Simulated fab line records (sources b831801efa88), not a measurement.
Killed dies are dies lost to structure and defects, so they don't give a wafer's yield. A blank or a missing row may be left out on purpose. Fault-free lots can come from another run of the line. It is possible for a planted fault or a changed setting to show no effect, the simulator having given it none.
Which tool did it? || flow sky130 || 45 wafers from 15 lots sampled at 5 of the route's 708 steps

WHAT THE GAUGES READ, wafer by wafer
SKY_VT_ADJUST_PCH_OVL_MEAS_07.
{"lot": "L701", "measured": "day 11 14:35", "on": "overlay-01", "VT_ADJUST_PCH_OVL (nm)": "-4.1 -2.8 -1.3"}
{"lot": "L702", "measured": "day 11 19:53", "on": "overlay-02", "VT_ADJUST_PCH_OVL (nm)": "-2.7 -3.9 -2.7"}
{"lot": "L703", "measured": "day 11 21:26", "on": "overlay-02", "VT_ADJUST_PCH_OVL (nm)": "-3.3 -1.7 -3.0"}
{"lot": "L704", "measured": "day 12 16:08", "on": "overlay-02", "VT_ADJUST_PCH_OVL (nm)": "-4.6 -4.5 -2.9"}
{"lot": "L705", "measured": "day 12 17:08", "on": "overlay-01", "VT_ADJUST_PCH_OVL (nm)": "0.2 -1.8 -0.7"}
{"lot": "L706", "measured": "day 13 09:54", "on": "overlay-01", "VT_ADJUST_PCH_OVL (nm)": "0.0 0.5 -0.5"}
{"lot": "L708", "measured": "day 13 12:04", "on": "overlay-02", "VT_ADJUST_PCH_OVL (nm)": "-1.2 0.7 -1.5"}
{"lot": "L709", "measured": "day 13 23:01", "on": "overlay-01", "VT_ADJUST_PCH_OVL (nm)": "-1.4 -0.5 -0.7"}
{"lot": "L712", "measured": "day 14 18:44", "on": "overlay-02", "VT_ADJUST_PCH_OVL (nm)": "-0.1 0.0 0.1"}
{"lot": "L713", "measured": "day 15 05:43", "on": "overlay-02", "VT_ADJUST_PCH_OVL (nm)": "-5.9 -3.7 -3.3"}
{"lot": "L714", "measured": "day 15 23:03", "on": "overlay-01", "VT_ADJUST_PCH_OVL (nm)": "1.0 -0.6 -0.7"}
{"lot": "L715", "measured": "day 16 06:28", "on": "overlay-02", "VT_ADJUST_PCH_OVL (nm)": "-5.1 -2.6 -3.4"}
{"lot": "L720", "measured": "day 17 14:04", "on": "overlay-01", "VT_ADJUST_PCH_OVL (nm)": "-3.0 -4.1 -2.6"}
{"lot": "L721", "measured": "day 18 02:05", "on": "overlay-02", "VT_ADJUST_PCH_OVL (nm)": "-2.2 -2.1 -2.7"}
{"lot": "L722", "measured": "day 18 11:01", "on": "overlay-02", "VT_ADJUST_PCH_OVL (nm)": "0.9 0.1 1.9"}

SKY_SONOS_ONO_THK_MEAS_05.
{"lot": "L701", "measured": "day 12 22:07", "on": "film-metro-01", "SONOS_ONO_CVD_04_THK (nm)": "5.66 5.58 5.65"}
{"lot": "L702", "measured": "day 13 03:49", "on": "film-metro-01", "SONOS_ONO_CVD_04_THK (nm)": "5.64 5.60 5.69"}
{"lot": "L703", "measured": "day 13 03:49", "on": "film-metro-03", "SONOS_ONO_CVD_04_THK (nm)": "5.65 5.72 5.62"}
{"lot": "L704", "measured": "day 14 04:07", "on": "film-metro-02", "SONOS_ONO_CVD_04_THK (nm)": "5.53 5.73 5.68"}
{"lot": "L705", "measured": "day 14 05:22", "on": "film-metro-01", "SONOS_ONO_CVD_04_THK (nm)": "5.64 5.69 5.78"}
{"lot": "L706", "measured": "day 14 17:47", "on": "film-metro-01", "SONOS_ONO_CVD_04_THK (nm)": "5.70 5.73 5.80"}
{"lot": "L708", "measured": "day 14 21:47", "on": "film-metro-02", "SONOS_ONO_CVD_04_THK (nm)": "5.80 5.62 5.67"}
{"lot": "L709", "measured": "day 15 06:09", "on": "film-metro-01", "SONOS_ONO_CVD_04_THK (nm)": "5.58 5.63 5.68"}
{"lot": "L712", "measured": "day 16 04:58", "on": "film-metro-02", "SONOS_ONO_CVD_04_THK (nm)": "5.50 5.56 5.39"}
{"lot": "L713", "measured": "day 16 16:21", "on": "film-metro-03", "SONOS_ONO_CVD_04_THK (nm)": "5.75 5.75 5.81"}
{"lot": "L714", "measured": "day 17 09:05", "on": "film-metro-01", "SONOS_ONO_CVD_04_THK (nm)": "5.51 5.52 5.50"}
{"lot": "L715", "measured": "day 17 18:03", "on": "film-metro-01", "SONOS_ONO_CVD_04_THK (nm)": "5.56 5.69 5.51"}
{"lot": "L720", "measured": "day 19 03:04", "on": "film-metro-03", "SONOS_ONO_CVD_04_THK (nm)": "5.48 5.51 5.58"}
{"lot": "L721", "measured": "day 19 13:59", "on": "film-metro-03", "SONOS_ONO_CVD_04_THK (nm)": "5.54 5.44 5.56"}
{"lot": "L722", "measured": "day 19 23:38", "on": "film-metro-02", "SONOS_ONO_CVD_04_THK (nm)": "5.80 5.67 5.70"}

SKY_LDD_N_TW_MEAS_17.
{"lot": "L701", "measured": "day 19 08:56", "on": "film-metro-01", "LDD_N_TW": "2524 2520 2527"}
{"lot": "L702", "measured": "day 19 13:30", "on": "film-metro-02", "LDD_N_TW": "2610 2608 2618"}
{"lot": "L703", "measured": "day 19 14:59", "on": "film-metro-02", "LDD_N_TW": "2599 2610 2603"}
{"lot": "L704", "measured": "day 20 14:39", "on": "film-metro-02", "LDD_N_TW": "2589 2596 2599"}
{"lot": "L705", "measured": "day 20 17:29", "on": "film-metro-03", "LDD_N_TW": "2572 2587 2601"}
{"lot": "L706", "measured": "day 21 07:23", "on": "film-metro-02", "LDD_N_TW": "2604 2603 2603"}
{"lot": "L708", "measured": "day 21 13:47", "on": "film-metro-02", "LDD_N_TW": "2593 2594 2586"}
{"lot": "L709", "measured": "day 22 00:41", "on": "film-metro-03", "LDD_N_TW": "2603 2603 2605"}
{"lot": "L712", "measured": "day 23 14:38", "on": "film-metro-03", "LDD_N_TW": "2440 2464 2457"}
{"lot": "L713", "measured": "day 23 15:18", "on": "film-metro-02", "LDD_N_TW": "2474 2465 2456"}
{"lot": "L714", "measured": "day 24 02:09", "on": "film-metro-03", "LDD_N_TW": "2463 2463 2465"}
{"lot": "L715", "measured": "day 24 13:28", "on": "film-metro-01", "LDD_N_TW": "2559 2554 2556"}
{"lot": "L720", "measured": "day 26 02:13", "on": "film-metro-02", "LDD_N_TW": "2615 2626 2605"}
{"lot": "L721", "measured": "day 26 09:22", "on": "film-metro-01", "LDD_N_TW": "2551 2542 2555"}
{"lot": "L722", "measured": "day 26 19:20", "on": "film-metro-01", "LDD_N_TW": "2551 2554 2558"}

EACH LOT AND THE TOOL THAT RAN IT (in order: tool; ch and the chambers of the sampled wafers; start)
{"lot": "L701", "SKY_LDD_N_IMPLANT_11": "implanter-01 ch 0, day 19 08:05", "SKY_LDD_N_STRIP_16": "plasma-asher-03 ch 0,1, day 19 08:50"}
{"lot": "L702", "SKY_LDD_N_IMPLANT_11": "implanter-04 ch 0, day 19 12:39", "SKY_LDD_N_STRIP_16": "plasma-asher-01 ch 0,1, day 19 13:24"}
{"lot": "L703", "SKY_LDD_N_IMPLANT_11": "implanter-01 ch 0, day 19 14:08", "SKY_LDD_N_STRIP_16": "plasma-asher-01 ch 0,1, day 19 14:53"}
{"lot": "L704", "SKY_LDD_N_IMPLANT_11": "implanter-01 ch 0, day 20 13:48", "SKY_LDD_N_STRIP_16": "plasma-asher-04 ch 0,1, day 20 14:33"}
{"lot": "L705", "SKY_LDD_N_IMPLANT_11": "implanter-04 ch 0, day 20 16:39", "SKY_LDD_N_STRIP_16": "plasma-asher-04 ch 0,1, day 20 17:22"}
{"lot": "L706", "SKY_LDD_N_IMPLANT_11": "implanter-01 ch 0, day 21 06:34", "SKY_LDD_N_STRIP_16": "plasma-asher-01 ch 0,1, day 21 07:19"}
{"lot": "L708", "SKY_LDD_N_IMPLANT_11": "implanter-01 ch 0, day 21 12:58", "SKY_LDD_N_STRIP_16": "plasma-asher-04 ch 0,1, day 21 13:41"}
{"lot": "L709", "SKY_LDD_N_IMPLANT_11": "implanter-04 ch 0, day 21 23:52", "SKY_LDD_N_STRIP_16": "plasma-asher-04 ch 1, day 22 00:35"}
{"lot": "L712", "SKY_LDD_N_IMPLANT_11": "implanter-01, day 23 13:47", "SKY_LDD_N_STRIP_16": "plasma-asher-04 ch 0,1, day 23 14:32"}
{"lot": "L713", "SKY_LDD_N_IMPLANT_11": "implanter-04, day 23 14:27", "SKY_LDD_N_STRIP_16": "plasma-asher-01 ch 0,1, day 23 15:12"}
{"lot": "L714", "SKY_LDD_N_IMPLANT_11": "implanter-01, day 24 01:20", "SKY_LDD_N_STRIP_16": "plasma-asher-01 ch 0,1, day 24 02:04"}
{"lot": "L715", "SKY_LDD_N_IMPLANT_11": "implanter-01 ch 0, day 24 12:37", "SKY_LDD_N_STRIP_16": "plasma-asher-03 ch 0, day 24 13:21"}
{"lot": "L720", "SKY_LDD_N_IMPLANT_11": "implanter-01 ch 0, day 26 01:22", "SKY_LDD_N_STRIP_16": "plasma-asher-03 ch 0,1, day 26 02:07"}
{"lot": "L721", "SKY_LDD_N_IMPLANT_11": "implanter-01 ch 0, day 26 08:34", "SKY_LDD_N_STRIP_16": "plasma-asher-03 ch 0,1, day 26 09:16"}
{"lot": "L722", "SKY_LDD_N_IMPLANT_11": "implanter-04 ch 0, day 26 18:29", "SKY_LDD_N_STRIP_16": "plasma-asher-03 ch 0,1, day 26 19:14"}
- SKY_LDD_N_IMPLANT_11
- SKY_LDD_N_STRIP_16: strips in O2/N2.

WHAT THE TOOLS THEMSELVES READ (means of the sampled wafers that have a number; where no wafer has one, the mark that the record gives instead)
SKY_LDD_N_IMPLANT_11.
{"lot": "L701", "tool": "implanter-01", "beam-energy-keV": 19.990, "beam-on-s (s)": 10.12}
{"lot": "L702", "tool": "implanter-04", "beam-energy-keV": 20.000, "beam-on-s (s)": 9.99}
{"lot": "L703", "tool": "implanter-01", "beam-energy-keV": 20.006, "beam-on-s (s)": 9.79}
{"lot": "L704", "tool": "implanter-01", "beam-energy-keV": 19.997, "beam-on-s (s)": 10.09}
{"lot": "L705", "tool": "implanter-04", "beam-energy-keV": 20.003, "beam-on-s (s)": 10.00}
{"lot": "L706", "tool": "implanter-01", "beam-energy-keV": 19.997, "beam-on-s (s)": 10.02}
{"lot": "L708", "tool": "implanter-01", "beam-energy-keV": 20.001, "beam-on-s (s)": 10.13}
{"lot": "L709", "tool": "implanter-04", "beam-energy-keV": 20.005, "beam-on-s (s)": 9.94}
{"lot": "L712", "tool": "implanter-01", "beam-energy-keV": "-", "beam-on-s (s)": "-"}
{"lot": "L713", "tool": "implanter-04", "beam-energy-keV": "-", "beam-on-s (s)": "-"}
{"lot": "L714", "tool": "implanter-01", "beam-energy-keV": "-", "beam-on-s (s)": "-"}
{"lot": "L715", "tool": "implanter-01", "beam-energy-keV": 19.996, "beam-on-s (s)": 9.81}
{"lot": "L720", "tool": "implanter-01", "beam-energy-keV": 19.993, "beam-on-s (s)": 9.90}
{"lot": "L721", "tool": "implanter-01", "beam-energy-keV": 20.005, "beam-on-s (s)": 10.05}
{"lot": "L722", "tool": "implanter-04", "beam-energy-keV": 20.004, "beam-on-s (s)": 10.08}

SKY_LDD_N_STRIP_16.
{"lot": "L701", "tool": "plasma-asher-03", "drypump-motor-current-A (A)": 5.7, "oes-product-au (a.u.)": 0.406, "strip-time-to-endpoint-s (s)": 4.324}
{"lot": "L702", "tool": "plasma-asher-01", "drypump-motor-current-A (A)": 6.4, "oes-product-au (a.u.)": 0.402, "strip-time-to-endpoint-s (s)": 4.314}
{"lot": "L703", "tool": "plasma-asher-01", "drypump-motor-current-A (A)": 6.4, "oes-product-au (a.u.)": 0.404, "strip-time-to-endpoint-s (s)": 4.316}
{"lot": "L704", "tool": "plasma-asher-04", "drypump-motor-current-A (A)": 5.6, "oes-product-au (a.u.)": 0.410, "strip-time-to-endpoint-s (s)": 4.338}
{"lot": "L705", "tool": "plasma-asher-04", "drypump-motor-current-A (A)": 5.6, "oes-product-au (a.u.)": 0.411, "strip-time-to-endpoint-s (s)": 4.342}
{"lot": "L706", "tool": "plasma-asher-01", "drypump-motor-current-A (A)": 6.5, "oes-product-au (a.u.)": 0.408, "strip-time-to-endpoint-s (s)": 4.316}
{"lot": "L708", "tool": "plasma-asher-04", "drypump-motor-current-A (A)": 5.5, "oes-product-au (a.u.)": 0.403, "strip-time-to-endpoint-s (s)": 4.305}
{"lot": "L709", "tool": "plasma-asher-04", "drypump-motor-current-A (A)": 5.6, "oes-product-au (a.u.)": 0.408, "strip-time-to-endpoint-s (s)": 4.335}
{"lot": "L712", "tool": "plasma-asher-04", "drypump-motor-current-A (A)": 5.5, "oes-product-au (a.u.)": 0.411, "strip-time-to-endpoint-s (s)": 4.141}
{"lot": "L713", "tool": "plasma-asher-01", "drypump-motor-current-A (A)": 6.5, "oes-product-au (a.u.)": 0.402, "strip-time-to-endpoint-s (s)": 4.131}
{"lot": "L714", "tool": "plasma-asher-01", "drypump-motor-current-A (A)": 6.4, "oes-product-au (a.u.)": 0.407, "strip-time-to-endpoint-s (s)": 4.137}
{"lot": "L715", "tool": "plasma-asher-03", "drypump-motor-current-A (A)": 5.3, "oes-product-au (a.u.)": 0.406, "strip-time-to-endpoint-s (s)": 4.313}
{"lot": "L720", "tool": "plasma-asher-03", "drypump-motor-current-A (A)": 6.0, "oes-product-au (a.u.)": 0.409, "strip-time-to-endpoint-s (s)": 4.312}
{"lot": "L721", "tool": "plasma-asher-03", "drypump-motor-current-A (A)": 5.7, "oes-product-au (a.u.)": 0.406, "strip-time-to-endpoint-s (s)": 4.333}
{"lot": "L722", "tool": "plasma-asher-03", "drypump-motor-current-A (A)": 6.0, "oes-product-au (a.u.)": 0.401, "strip-time-to-endpoint-s (s)": 4.309}

THE ANSWER, worked out from the rows above alone
Rule: what is usual is taken from the lots themselves. The widest of any qualifying gaps counts: lots, ordered by their means at a reading, are off when they make up no more than a third of the lots, leave a main group of 4 or more, and stand apart from it by 3 or more times the standard deviation of that group's means. A main group is skipped when, at the precision printed for the reading in the tables above, its means are all equal. A lot without any number at a reading at which 4 lots or more have one is off too. All remaining lots with rows at the step are treated as sound. After the gauges, taken in route order, come the tools' own readings; for these a lot's mean is taken, as printed above. The first step at which some lot is off is used, and at that step the reading that is off furthest; a lot without a number counts as furthest.
Off, at SKY_LDD_N_IMPLANT_11 on beam-energy-keV: L712, L713, L714. Without a number there: L712, L713, L714. Mean 20.000 and standard deviation 0.005 in the main group.
If a tool, at that step or one of the process steps before it, ran each lot that is off and ran no sound lot following the first of them, it fits. Not one of the candidates tried fits.

WHAT HAD BEEN PUT IN BY THE SIMULATOR
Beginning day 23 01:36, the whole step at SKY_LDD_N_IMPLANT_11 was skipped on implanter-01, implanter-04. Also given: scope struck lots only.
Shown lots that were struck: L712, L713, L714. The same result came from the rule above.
